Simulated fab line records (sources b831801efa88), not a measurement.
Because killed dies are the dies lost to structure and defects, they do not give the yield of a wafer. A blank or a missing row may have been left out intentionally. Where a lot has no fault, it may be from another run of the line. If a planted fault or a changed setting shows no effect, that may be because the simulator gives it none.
Which tool did it? ; flow sky130 ; 6 lots, 17 wafers sampled, at 2 steps of a route of 708

== WHAT THE GAUGES SHOWED, per wafer ==
SKY_CONTACT_RS_MEAS_25: measures by four-point-probe.
lot;measured;on;CONTACT_W_RS (ohm/sq)
L369;day 32 15:34;film metro-02;0.342 0.329 0.340
L372;day 33 18:54;film metro-01;0.323 0.338 0.324
L375;day 34 14:47;film metro-04;0.331 0.339 0.328
L379;day 36 06:01;film metro-02;0.334 0.333 0.336
L383;day 37 06:05;film metro-01;0.415 0.339
L389;day 39 05:21;film metro-02;0.338 0.335 0.332

== TOOL THAT RAN EACH LOT (tool first, then ch and the chambers of the sampled wafers, then the start) ==
lot;SKY_CONTACT_CVD_24
L369;cvd w-01 ch 0,1, day 32 15:27
L372;cvd w-01 ch 0,1, day 33 18:47
L375;cvd w-01 ch 0,1, day 34 14:41
L379;cvd w-02 ch 0,1, day 36 05:53
L383;cvd w-01 ch 1, day 37 05:59
L389;cvd w-02 ch 0,1, day 39 05:14
- SKY_CONTACT_CVD_24: deposits W, target thk 340 nm, time 102.12 s.

== THE ANSWER, worked out from the rows above alone ==
Rule: the lots themselves supply what counts as usual. The widest of any qualifying gaps counts: lots, ordered by their means at a reading, are off when they make up no more than a third of the lots, leave a main group of 4 or more, and stand apart from it by 3 or more times the standard deviation of that group's means. If all means in a main group match to the digits the tables above print for the reading, that group is not used. Also off: a lot with no number at a reading for which 4 or more lots have one. Where the step has rows for the other lots, those lots are counted as sound.
Off: at SKY_CONTACT_RS_MEAS_25 (CONTACT_W_RS), L383. Main group: mean 0.333 ohm/sq, sd 0.0029.
A tool fits if, at a process step before that reading, it ran every lot that is off, and no sound lot after the first of them. Gauges at SKY_CONTACT_RS_MEAS_25: tried the same way as those tools. This does not decide it: 2 tools fit, namely cvd w-01 at SKY_CONTACT_CVD_24 and film metro-01 at SKY_CONTACT_RS_MEAS_25.

== WHAT HAD BEEN PUT IN BY THE SIMULATOR ==
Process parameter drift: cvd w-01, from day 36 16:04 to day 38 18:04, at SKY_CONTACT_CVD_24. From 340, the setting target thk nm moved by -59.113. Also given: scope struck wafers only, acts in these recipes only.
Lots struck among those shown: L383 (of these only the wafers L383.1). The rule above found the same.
